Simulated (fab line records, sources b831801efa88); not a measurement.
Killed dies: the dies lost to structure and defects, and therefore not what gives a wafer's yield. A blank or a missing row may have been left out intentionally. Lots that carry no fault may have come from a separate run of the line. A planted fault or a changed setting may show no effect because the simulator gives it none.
The tool behind it: which one? / flow sky130 / 14 lots, 42 wafers sampled, at 2 steps of a route of 708

## WHAT EACH GAUGE READ, for each wafer
SKY_VIA2_BOW_MEAS_03. Usual: VIA2_BOW gives 85 um (standard deviation 7.3).
lot=L535; measured=day 35 10:47; on=filmMetro-02; VIA2_BOW (um)=87 84 88; flag=
lot=L536; measured=day 35 20:01; on=filmMetro-02; VIA2_BOW (um)=94 97 87; flag=
lot=L539; measured=day 36 13:02; on=filmMetro-04; VIA2_BOW (um)=83 88 91; flag=
lot=L538; measured=day 36 14:42; on=filmMetro-03; VIA2_BOW (um)=85 83 86; flag=
lot=L541; measured=day 36 22:31; on=filmMetro-03; VIA2_BOW (um)=92 88 91; flag=
lot=L540; measured=day 36 23:07; on=filmMetro-02; VIA2_BOW (um)=76 84 82; flag=
lot=L548; measured=day 39 14:25; on=filmMetro-03; VIA2_BOW (um)=87 80 85; flag=
lot=L549; measured=day 39 16:47; on=filmMetro-04; VIA2_BOW (um)=100 99 85; flag=
lot=L550; measured=day 39 23:10; on=filmMetro-02; VIA2_BOW (um)=73 79 85; flag=
lot=L552; measured=day 40 13:23; on=filmMetro-02; VIA2_BOW (um)=76 85 87; flag=
lot=L554; measured=day 41 05:14; on=filmMetro-04; VIA2_BOW (um)=86 91 69; flag=
lot=L553; measured=day 41 05:58; on=filmMetro-04; VIA2_BOW (um)=78 79 74; flag=
lot=L555; measured=day 41 07:46; on=filmMetro-02; VIA2_BOW (um)=75 85 94; flag=
lot=L557; measured=day 41 18:11; on=filmMetro-03; VIA2_BOW (um)=85 84 102; flag=

## WHICH TOOL RAN EACH LOT (tool, then ch and the chambers of the sampled wafers, then the start)
lot=L535; SKY_METAL1_DESCUM_17=rieMetal-01 ch 0,1, day 33 01:43
lot=L536; SKY_METAL1_DESCUM_17=rieMetal-04 ch 0,1, day 33 09:48
lot=L539; SKY_METAL1_DESCUM_17=rieMetal-01 ch 0,1, day 34 03:41
lot=L538; SKY_METAL1_DESCUM_17=rieMetal-04 ch 0,1, day 34 06:10
lot=L541; SKY_METAL1_DESCUM_17=rieMetal-03 ch 0,1, day 34 14:54
lot=L540; SKY_METAL1_DESCUM_17=rieMetal-01 ch 0, day 34 15:01
lot=L548; SKY_METAL1_DESCUM_17=rieMetal-01 ch 0,1, day 37 08:43
lot=L549; SKY_METAL1_DESCUM_17=rieMetal-04 ch 0,1, day 37 11:39
lot=L550; SKY_METAL1_DESCUM_17=rieMetal-04 ch 0,1, day 37 15:46
lot=L552; SKY_METAL1_DESCUM_17=rieMetal-04 ch 0,1, day 38 06:07
lot=L554; SKY_METAL1_DESCUM_17=rieMetal-04 ch 0,1, day 39 00:04
lot=L553; SKY_METAL1_DESCUM_17=rieMetal-03 ch 0,1, day 39 00:04
lot=L555; SKY_METAL1_DESCUM_17=rieMetal-01 ch 0, day 39 00:11
lot=L557; SKY_METAL1_DESCUM_17=rieMetal-03 ch 0,1, day 39 12:46
- SKY_METAL1_DESCUM_17: chemistry O2, time 8 s.

## WHAT THE TOOLS THEMSELVES READ (means of the sampled wafers that have a number; where no wafer has one, the mark that the record gives instead)
SKY_METAL1_DESCUM_17. Usual: drypumpMotorCurrentA 5.8 A, standard deviation 0.5; oesProductAu 1.004 a.u., standard deviation 0.0085.
lot=L535; tool=rieMetal-01; drypumpMotorCurrentA (A)=5.4; oesProductAu (a.u.)=1.007; flag=
lot=L536; tool=rieMetal-04; drypumpMotorCurrentA (A)=6.2; oesProductAu (a.u.)=1.000; flag=
lot=L539; tool=rieMetal-01; drypumpMotorCurrentA (A)=5.1; oesProductAu (a.u.)=1.000; flag=
lot=L538; tool=rieMetal-04; drypumpMotorCurrentA (A)=6.1; oesProductAu (a.u.)=1.006; flag=
lot=L541; tool=rieMetal-03; drypumpMotorCurrentA (A)=5.6; oesProductAu (a.u.)=1.014; flag=
lot=L540; tool=rieMetal-01; drypumpMotorCurrentA (A)=4.9; oesProductAu (a.u.)=0.985; flag=
lot=L548; tool=rieMetal-01; drypumpMotorCurrentA (A)=5.4; oesProductAu (a.u.)=0.998; flag=
lot=L549; tool=rieMetal-04; drypumpMotorCurrentA (A)=6.3; oesProductAu (a.u.)=1.009; flag=
lot=L550; tool=rieMetal-04; drypumpMotorCurrentA (A)=6.1; oesProductAu (a.u.)=1.009; flag=
lot=L552; tool=rieMetal-04; drypumpMotorCurrentA (A)=6.3; oesProductAu (a.u.)=1.014; flag=
lot=L554; tool=rieMetal-04; drypumpMotorCurrentA (A)=6.3; oesProductAu (a.u.)=1.010; flag=
lot=L553; tool=rieMetal-03; drypumpMotorCurrentA (A)=5.8; oesProductAu (a.u.)=1.005; flag=
lot=L555; tool=rieMetal-01; drypumpMotorCurrentA (A)=4.9; oesProductAu (a.u.)=0.986; flag=
lot=L557; tool=rieMetal-03; drypumpMotorCurrentA (A)=5.8; oesProductAu (a.u.)=1.005; flag=

## THE ANSWER, worked out from the rows above alone
Rule: a lot is off if the mean of its wafers that have a number lies more than 3 standard deviations from the usual mean. Also off: a lot with no number at a reading for which 4 or more lots have one. Any other lot the step has rows for is counted as sound. Order of review: gauges by route order, followed by the tools' own readings, for which a lot's mean as printed above is used. At the first step where some lot is off, the reading lying furthest off is the one used; lots without a number count as furthest.
Across all readings shown, no lot is off: no conclusion can be drawn from this.

## WHAT THE SIMULATOR HAD INSERTED
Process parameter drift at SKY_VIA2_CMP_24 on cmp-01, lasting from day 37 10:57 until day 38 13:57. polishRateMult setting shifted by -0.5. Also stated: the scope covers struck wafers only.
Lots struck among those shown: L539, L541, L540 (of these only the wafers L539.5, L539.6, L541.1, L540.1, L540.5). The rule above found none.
